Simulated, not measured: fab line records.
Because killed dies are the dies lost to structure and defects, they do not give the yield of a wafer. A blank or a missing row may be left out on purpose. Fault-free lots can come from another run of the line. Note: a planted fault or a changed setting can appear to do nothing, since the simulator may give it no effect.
Commonality check across tools ; flow gf180mcu ; 11 lots, 33 wafers sampled

## REASON IT WAS OPENED
At GF_TOP_METAL_RS_MEAS_05 the reading TOP_METAL_ALCU_RS is flagged on 2 of 11 lots. No-fault wafers: 0.0330 ohm/sq, standard deviation 0.00052.
Rule: flag the lot when none of its wafers has a number, or when each of its wafers that has one lies beyond 4 standard deviations from that mean. The other lots count as sound.

lot;measured;on;TOP_METAL_ALCU_RS (ohm/sq), wafer by wafer;flag
L623;day 29 03:14;film metro-01;0.0325 0.0323 0.0336;
L624;day 29 06:35;film metro-01;9.6448 9.7304 9.6408;FLAGGED
L625;day 29 09:12;film metro-04;9.6802 9.6729 9.7561;FLAGGED
L634;day 31 22:19;film metro-04;0.0331 0.0335 0.0333;
L635;day 32 06:59;film metro-01;0.0334 0.0327 0.0335;
L636;day 32 10:25;film metro-04;0.0327 0.0337 0.0335;
L637;day 32 17:59;film metro-04;0.0324 0.0321 0.0321;
L638;day 33 00:43;film metro-01;0.0331 0.0331 0.0321;
L639;day 33 02:55;film metro-04;0.0324 0.0335 0.0330;
L641;day 33 17:11;film metro-03;0.0329 0.0333 0.0334;
L643;day 34 08:34;film metro-04;0.0334 0.0334 0.0328;
Flagged lots average 9.6875 ohm/sq: +9.6545 ohm/sq relative to the usual, that is +99 or more standard deviations.

## WHICH TOOL EACH LOT WENT THROUGH
3 process steps preceding the reading are held in the record, out of 602 steps in the route. Every cell lists first the tool, next ch and the chambers used by the sampled wafers, and last the start.
lot;flag;GF_V5_CVD_02;GF_V5_SPUTTER_21;GF_TOP_METAL_SPUTTER_02
L623;;pecvd-03 ch 0,1, day 28 04:41;pvd sputter-03, day 29 02:20;pvd sputter-01, day 29 03:09
L624;FLAGGED;pecvd-04 ch 0,1,2, day 28 07:28;pvd sputter-01, day 29 05:31;pvd sputter-01, day 29 06:28
L625;FLAGGED;pecvd-03 ch 0,1,2, day 28 10:08;pvd sputter-03, day 29 08:07;pvd sputter-02, day 29 09:03
L634;;pecvd-04 ch 1,2, day 31 02:02;pvd sputter-01, day 31 21:17;pvd sputter-02, day 31 22:11
L635;;pecvd-04 ch 0,2, day 31 10:50;pvd sputter-04, day 32 06:04;pvd sputter-01, day 32 06:53
L636;;pecvd-03 ch 0,1,2, day 31 14:41;pvd sputter-03, day 32 09:26;pvd sputter-01, day 32 10:19
L637;;pecvd-02 ch 0,1, day 31 22:26;pvd sputter-01, day 32 17:05;pvd sputter-03, day 32 17:54
L638;;pecvd-02 ch 1,2, day 32 05:49;pvd sputter-03, day 32 23:49;pvd sputter-02, day 33 00:38
L639;;pecvd-02 ch 0,2, day 32 08:13;pvd sputter-03, day 33 02:00;pvd sputter-02, day 33 02:49
L641;;pecvd-04 ch 0,1,2, day 32 22:35;pvd sputter-04, day 33 16:14;pvd sputter-03, day 33 17:04
L643;;pecvd-02 ch 1,2, day 33 14:43;pvd sputter-03, day 34 07:38;pvd sputter-02, day 34 08:28
What these steps do:
- GF_V5_CVD_02: deposits SiO2 from TEOS, target thk 1450 nm, time 163.28 s.
- GF_V5_SPUTTER_21: material Ti, target thk 15 nm, time 80.02 s.
- GF_TOP_METAL_SPUTTER_02: material AlCu, target thk 900 nm, time 47.82 s.
- GF_TOP_METAL_RS_MEAS_05: measures by four-point-probe.

## FLAGGED OVER TOTAL, TOOL BY TOOL (the gauges that took the reading come last)
step;tool;lots run;flagged;share of the flagged lots;sound lots run after its first flagged lot
GF_V5_CVD_02;pecvd-02;4;0;none;-
GF_V5_CVD_02;pecvd-03;3;1;some;1 (L636)
GF_V5_CVD_02;pecvd-04;4;1;some;3 (L634,L635,L641)
GF_V5_SPUTTER_21;pvd sputter-01;3;1;some;2 (L634,L637)
GF_V5_SPUTTER_21;pvd sputter-03;6;1;some;4 (L636,L638,L639,L643)
GF_V5_SPUTTER_21;pvd sputter-04;2;0;none;-
GF_TOP_METAL_SPUTTER_02;pvd sputter-01;4;1;some;2 (L635,L636)
GF_TOP_METAL_SPUTTER_02;pvd sputter-02;5;1;some;4 (L634,L638,L639,L643)
GF_TOP_METAL_SPUTTER_02;pvd sputter-03;2;0;none;-
GF_TOP_METAL_RS_MEAS_05;film metro-01;4;1;some;2 (L635,L638)
GF_TOP_METAL_RS_MEAS_05;film metro-03;1;0;none;-
GF_TOP_METAL_RS_MEAS_05;film metro-04;6;1;some;5 (L634,L636,L637,L639,L643)

## THE TABLE: WHAT IT ALLOWS
No row of the table ran every flagged lot.

## WHAT THE SIMULATOR HAD INSERTED
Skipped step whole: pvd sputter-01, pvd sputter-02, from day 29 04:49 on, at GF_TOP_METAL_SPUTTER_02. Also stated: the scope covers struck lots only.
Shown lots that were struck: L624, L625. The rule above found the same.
